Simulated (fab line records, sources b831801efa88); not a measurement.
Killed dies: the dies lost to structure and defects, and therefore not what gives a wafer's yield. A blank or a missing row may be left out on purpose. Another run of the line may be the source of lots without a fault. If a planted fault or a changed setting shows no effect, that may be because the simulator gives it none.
Struck lot and sound lot, side by side + flow sky130 + 17 steps out of a route of 708
Sound: the wafers L640.1, L640.3, L640.6. Wafers struck: L646.2, L646.5, L646.6. At the end, the cause is stated.
Order at every step that has rows: each side's tool, ch and its chambers, its first start. Under that, the readings that differ: sound wafers + struck wafers + difference of the means + sigmas: that difference in standard deviations of wafers without a fault.
alike: a reading whose means differ by less than 2 such deviations, as well as words and numbers matching on both sides. not compared: withheld readings; readings where some wafer has no value; bounds like >300 that might hide an equal value; numbers whose values overlap and for which the record gives no deviation.
Wherever a step has rows on one side only, a row that says differs or no value, or a row with sigmas, the two part there. Numbers that have no deviation but don't overlap get no sigmas and don't part them. A reading that every wafer of one side lacks parts them only if that side has two wafers or more.

first, 1 step without rows for these wafers: SKY_VT_ADJUST_NCORE_IMPLANT_09.
SKY_VT_ADJUST_NCORE_STRIP_10: strips in O2/N2.
  sound on plasma-asher-02 ch 0,1, day 8 13:51; struck on plasma-asher-03 ch 0,1, day 10 04:32
| reading                     | sound       | struck      | difference | sigmas |
|-----------------------------|-------------|-------------|------------|--------|
| drypump-motor-current-A (A) | 5.1 5.0 5.0 | 6.4 6.4 5.5 | +1.1       | +2     |
  alike: oes-product-au, strip-time-to-endpoint-s
  not compared: rf-hours-counter-h
SKY_VT_ADJUST_NCORE_TW_MEAS_11:
  struck on film-metro-01, day 10 04:39; sound on film-metro-02, day 8 13:57
  alike: VT_ADJUST_NCORE_TW
then, 7 steps without rows for these wafers: SKY_VT_ADJUST_HVTR_DEHYDRATE_00 (time 60 s); SKY_VT_ADJUST_HVTR_HMDS_01 (prime time 60 s); SKY_VT_ADJUST_HVTR_COAT_02 (resist thk 1140 nm); SKY_VT_ADJUST_HVTR_SOFTBAKE_03 (time 60 s); SKY_VT_ADJUST_HVTR_EXPOSE_04 (exposes mask HVTRM, target cd 380 nm); SKY_VT_ADJUST_HVTR_PEB_05; SKY_VT_ADJUST_HVTR_DEVELOP_06 (develop time 60 s).
SKY_VT_ADJUST_HVTR_CD_MEAS_07: target cd 380 nm.
  struck on cd-sem-01, day 11 03:28; sound on cd-sem-01, day 9 10:44
| reading    | sound             | struck            | difference | sigmas |
|------------|-------------------|-------------------|------------|--------|
| cd-nm (nm) | 379.7 376.7 378.5 | 382.2 383.9 383.1 | +4.8       | +2     |
SKY_VT_ADJUST_HVTR_OVL_MEAS_08:
  struck on overlay-02, day 11 03:34; sound on overlay-01, day 9 10:52
  alike: VT_ADJUST_HVTR_OVL
SKY_VT_ADJUST_HVTR_IMPLANT_09:
  sound on implanter-01 ch 0, day 9 10:54; struck on implanter-02 ch 0, day 11 03:56
| reading         | sound                | struck               | difference | sigmas |
|-----------------|----------------------|----------------------|------------|--------|
| beam-energy-keV | 10.003 10.001 10.001 | 9.9947 9.9910 9.9947 | -0.0082    | -3     |
SKY_VT_ADJUST_HVTR_STRIP_10: strips in O2/N2.
  sound on plasma-asher-04 ch 1, day 9 11:03; struck on plasma-asher-02 ch 0,1, day 11 04:04
  alike: drypump-motor-current-A, oes-product-au, strip-time-to-endpoint-s
  not compared: rf-hours-counter-h
SKY_VT_ADJUST_HVTR_TW_MEAS_11:
  struck on film-metro-01, day 11 04:10; sound on film-metro-02, day 9 11:09
| reading           | sound             | struck            | difference | sigmas |
|-------------------|-------------------|-------------------|------------|--------|
| VT_ADJUST_HVTR_TW | 210.8 209.6 210.2 | 255.6 255.7 253.6 | +44.8      | +41    |
then, 1 step without rows for these wafers: SKY_VT_ADJUST_PCH_DEHYDRATE_00 (time 60 s).
-- the record jumps here: 36 days lie between the struck wafers' starts before and after (it left off in module VT_ADJUST_PCH and takes up again in module PAD_OPEN, whose first step shown is number 708 of the route) --
SKY_PAD_OPEN_PROBE_99:
  struck on prober-02, day 47 05:01; sound on prober-02, day 45 11:57
| reading                                   | sound                   | struck                  | difference | sigmas |
|-------------------------------------------|-------------------------|-------------------------|------------|--------|
| model.etest.pfet_01v8_mvt.drive-ua-um     | 162.3 161.3 158.6       | 192.5 194.1 188.9       | +31.1      |        |
| model.etest.pfet_01v8_mvt.off-log10-a-um  | -10.29 -10.31 -10.77    | -6.821 -6.907 -6.746    | +3.632     |        |
| model.etest.pfet_01v8_mvt.vt-sat-v (V)    | -0.5482 -0.5403 -0.5588 | -0.1621 -0.1605 -0.1558 | +0.3896    |        |
| model.etest.pfet_01v8_mvt.vt-v (V)        | -0.6395 -0.6339 -0.6488 | -0.3146 -0.3108 -0.3028 | +0.3313    |        |
| model.etest.pfet_01v8_mvt.vt-long-v (V)   | -0.8489 -0.849 -0.8499  | -0.5779 -0.5743 -0.5654 | +0.2767    |        |
| model.etest.pfet_01v8_mvt.body-rise-v (V) | -0.187 -0.1906 -0.1874  | -0.2164 -0.2147 -0.2167 | -0.0276    |        |
  alike: killed_at_M0_to_M3, killed_at_M4_up, killed-at-contacts, killed-at-front-end, killed-at-other, killed-dies, killed-open, killed-short

== WHERE THEY PART ==
Last at SKY_VT_ADJUST_HVTR_TW_MEAS_11 as far as this record goes, first at SKY_VT_ADJUST_NCORE_STRIP_10. Later steps at which nothing parts them and some readings are alike: SKY_PAD_OPEN_PROBE_99.

WHY: what the simulator had put in
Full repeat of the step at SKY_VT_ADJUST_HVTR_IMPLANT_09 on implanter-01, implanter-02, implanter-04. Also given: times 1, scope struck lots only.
